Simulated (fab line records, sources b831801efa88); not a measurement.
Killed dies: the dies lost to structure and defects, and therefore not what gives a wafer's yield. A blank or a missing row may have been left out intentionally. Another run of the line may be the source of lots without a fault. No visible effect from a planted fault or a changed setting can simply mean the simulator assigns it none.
Split-lot experiment | flow sky130 | 5 lots, 23 wafers read, on a route of 708 steps

SPLIT DETAILS
At SKY_VIA3_HDPCVD_00 (deposits SiO2, target thk 1635 nm, time 272.5 s), the setting timeS was moved away from the recipe's 272.5 s on 6 of the 23 wafers read, by -5.0% to +12.7%. This setting was run at the recipe's value on the other wafers.

Between the split and the reading, the file records no step.

THE READING
VIA3_HDPCVD_THK, in nm, at SKY_VIA3_THK_MEAS_01. A value of 1637 nm with a standard deviation of 21 nm is what fault-free wafers of this fab line usually give.

wafer  | tool, chamber at the split | timeS as run, s | against the recipe | VIA3_HDPCVD_THK, nm | against lot-mates on the recipe
L076.2 | hdpcvd-01, 2               | 272.5           | recipe             | 1657                | -
L076.3 | hdpcvd-01, 1               | 272.5           | recipe             | 1668                | -
L076.4 | hdpcvd-01, 2               | 272.5           | recipe             | 1666                | -
L080.1 | hdpcvd-02, 0               | 307.1           | +12.7%             | 1825                | +202
L080.2 | hdpcvd-02, 2               | 272.5           | recipe             | 1609                | -
L080.3 | hdpcvd-02, 1               | 272.5           | recipe             | 1630                | -
L080.4 | hdpcvd-02, 2               | 307.1           | +12.7%             | 1846                | +223
L080.6 | hdpcvd-02, 1               | 272.5           | recipe             | 1631                | -
L081.1 | hdpcvd-01, 1               | 272.5           | recipe             | 1600                | -
L081.2 | hdpcvd-01, 0               | 272.5           | recipe             | 1642                | -
L081.3 | hdpcvd-01, 2               | 272.5           | recipe             | 1633                | -
L081.4 | hdpcvd-01, 1               | 272.5           | recipe             | 1612                | -
L081.5 | hdpcvd-01, 0               | 272.5           | recipe             | 1628                | -
L083.2 | hdpcvd-02, 2               | 272.5           | recipe             | 1619                | -
L083.3 | hdpcvd-02, 1               | 258.9           | -5.0%              | 1539                | -75
L083.4 | hdpcvd-02, 0               | 258.9           | -5.0%              | 1516                | -98
L083.5 | hdpcvd-02, 1               | 272.5           | recipe             | 1614                | -
L083.6 | hdpcvd-02, 2               | 272.5           | recipe             | 1608                | -
L082.1 | hdpcvd-01, 2               | 272.5           | recipe             | 1626                | -
L082.2 | hdpcvd-01, 0               | 272.5           | recipe             | 1643                | -
L082.3 | hdpcvd-01, 1               | 302.7           | +11.1%             | 1800                | +168
L082.4 | hdpcvd-01, 0               | 302.7           | +11.1%             | 1812                | +180
L082.6 | hdpcvd-01, 1               | 272.5           | recipe             | 1626                | -

FIT RESULTS
A straight line over all 23 wafers: VIA3_HDPCVD_THK changes by +16.6 nm for each +1% of timeS; r = +0.98; the points scatter about the line by 19 nm.
The same after taking each lot's own level away (the mean of its wafers on the recipe; 23 wafers): +16.4 nm for each +1%; r = +0.99; scatter 11 nm.
According to that fit, moving timeS by its largest amount changes the reading by 2.1e+02 nm.
Measured against the standard deviation above, the lots' own levels, which go from 1613.7 to 1663.7 nm, span 2.4 times it.
The two slopes are in agreement: the lot-to-lot level therefore moves the slope only a little.
Check: +210 nm against its lot-mates is what the line predicts for one of the wafers moved furthest among these (+12.7%) when that wafer is left out of the fit. Against them it came out at +202 nm.

ADDITIONAL SPLITS CARRIED BY THESE WAFERS
Note: prior to the reading, these wafers also went through further splits. Each is held against what the fit with the lots' levels taken away leaves over:
other split on the same wafers | wafers away from the commonest value | r with VIA3_HDPCVD_THK (lot level and that fit taken away)
SKY_METAL3_EXPOSE_10 doseMj    | 8                                    | -0.06

THE WHOLE CHAIN: every reading that the file lists as answering this split, in the file's order
step                 | what it does                                    | reading                                                                       | change (the file's fit)              | r (the file's)
SKY_VIA3_HDPCVD_00   | deposits SiO2, target thk 1635 nm, time 272.5 s | SiO2_of_VIA3_HDPCVD_00.thkNm (the simulator's own value, which no gauge read) | +16.7 nm for each +1% of the setting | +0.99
SKY_VIA3_THK_MEAS_01 |                                                 | VIA3_HDPCVD_THK                                                               | +16.3 for each +1% of the setting    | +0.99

FILE'S OWN FIT
VIA3_HDPCVD_THK changes by +16.3 nm for each +1% of timeS, r = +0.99.
